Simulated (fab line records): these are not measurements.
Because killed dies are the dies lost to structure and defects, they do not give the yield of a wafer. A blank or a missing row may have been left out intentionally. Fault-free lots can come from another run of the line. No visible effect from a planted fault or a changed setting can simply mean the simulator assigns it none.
Which tool did it? -- flow gf180mcu -- 11 lots, 33 wafers sampled, at 1 step of a route of 602

## WHAT THE GAUGES SHOWED, per wafer
GF_M2_THK_MEAS_06: measures by xrf. Usual: M2_ALCU_THK typically reads 447 nm, with standard deviation 4.8.
lot,measured,on,M2_ALCU_THK (nm),flag
L536,day 18 21:35,film-metro-04,452 442 448,
L540,day 20 01:13,film-metro-04,444 441 444,
L545,day 22 07:50,film-metro-03,458 454 453,
L546,day 22 13:52,film-metro-03,452 453 448,
L547,day 22 23:13,film-metro-04,450 451 448,
L551,day 24 00:27,film-metro-04,446 449 444,
L552,day 24 11:38,film-metro-01,448 447 448,
L553,day 24 15:37,film-metro-01,442 444 442,
L554,day 25 08:21,film-metro-04,445 449 451,
L555,day 25 09:19,film-metro-04,445 449 444,
L557,day 26 00:32,film-metro-01,445 441 448,

## WHICH TOOL RAN EACH LOT (tool, then ch and the chambers of the sampled wafers, then the start)
No process step before these readings appears in the record.

## WHAT THE TOOLS THEMSELVES READ (means of the sampled wafers that have a number; where no wafer has one, the mark that the record gives instead)
The record holds no such reading with a usual standard deviation.

## THE ANSWER, worked out from the rows above alone
Rule: take the mean of a lot's wafers that have a number; if it is more than 3 standard deviations from the usual mean, the lot is off. Also off: a lot with no number at a reading for which 4 or more lots have one. Where the step has rows for the other lots, those lots are counted as sound. First the gauges in route order, then the tools' own readings, where a lot's mean is used as printed above. At the first step where some lot is off, the reading lying furthest off is the one used; lots without a number count as furthest.
None of the lots is off at any reading shown; this tells nothing.

## WHAT THE SIMULATOR HAD PUT IN
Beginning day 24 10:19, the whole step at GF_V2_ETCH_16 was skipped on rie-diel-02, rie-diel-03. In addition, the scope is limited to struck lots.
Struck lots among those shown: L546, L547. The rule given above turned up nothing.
